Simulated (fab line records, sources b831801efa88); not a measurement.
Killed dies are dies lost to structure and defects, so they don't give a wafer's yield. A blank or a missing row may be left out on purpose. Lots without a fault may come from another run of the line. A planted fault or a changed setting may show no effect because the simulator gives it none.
Which tool did it? | flow sky130 | 11 lots, 33 wafers sampled, at 2 steps of a route of 708

WHAT THE GAUGES READ, wafer by wafer
SKY_LDD_N_OVL_MEAS_07.
lot  | measured     | on         | LDD_N_OVL (nm)
L840 | day 17 07:18 | overlay-02 | 3.6 3.7 2.8
L841 | day 18 18:48 | overlay-02 | 3.8 3.3 3.2
L845 | day 19 21:26 | overlay-01 | 2.9 3.1 4.0
L847 | day 20 05:36 | overlay-02 | 0.6 0.4 1.1
L850 | day 21 06:26 | overlay-01 | 2.3 2.0 2.2
L851 | day 21 23:24 | overlay-01 | 0.1 -0.3 2.3
L856 | day 24 04:35 | overlay-01 | 0.2 0.2 0.1
L857 | day 24 10:30 | overlay-01 | 0.5 1.2 1.4
L858 | day 25 00:53 | overlay-02 | 0.2 1.9 1.6
L860 | day 24 22:54 | overlay-02 | -1.7 -2.2 -2.0
L862 | day 25 13:08 | overlay-02 | 0.9 2.4 1.1

WHICH TOOL RAN EACH LOT (tool, then ch and the chambers of the sampled wafers, then the start)
lot  | SKY_VT_ADJUST_PCH_STRIP_09
L840 | plasma_asher-01 ch 0,1, day 10 03:10
L841 | plasma_asher-01 ch 0,1, day 11 06:31
L845 | plasma_asher-04 ch 0,1, day 11 21:38
L847 | plasma_asher-04 ch 0,1, day 12 10:07
L850 | plasma_asher-04 ch 0,1, day 13 09:49
L851 | plasma_asher-02 ch 0,1, day 13 21:43
L856 | plasma_asher-04 ch 0,1, day 16 04:32
L857 | plasma_asher-04 ch 0,1, day 16 07:40
L858 | plasma_asher-01 ch 1, day 16 16:22
L860 | plasma_asher-01 ch 0,1, day 16 17:58
L862 | plasma_asher-04 ch 0,1, day 17 12:11
- SKY_VT_ADJUST_PCH_STRIP_09: strips in O2/N2.

THE ANSWER, worked out from the rows above alone
Rule: what is usual is taken from the lots themselves. Put in order of their means at a reading, lots are off if they are a third of the lots or fewer, leave a main group of 4 or more, and stand apart from it by a gap of 3 or more times the standard deviation of the main group's means; of several such gaps the widest counts. A main group whose means are all the same, to the digits that the tables above print for the reading, isn't used. A lot without any number at a reading at which 4 lots or more have one is off too. The other lots that the step has rows for count as sound.
No lot is off at any reading shown: from this, nothing can be told.

WHAT THE SIMULATOR HAD PUT IN
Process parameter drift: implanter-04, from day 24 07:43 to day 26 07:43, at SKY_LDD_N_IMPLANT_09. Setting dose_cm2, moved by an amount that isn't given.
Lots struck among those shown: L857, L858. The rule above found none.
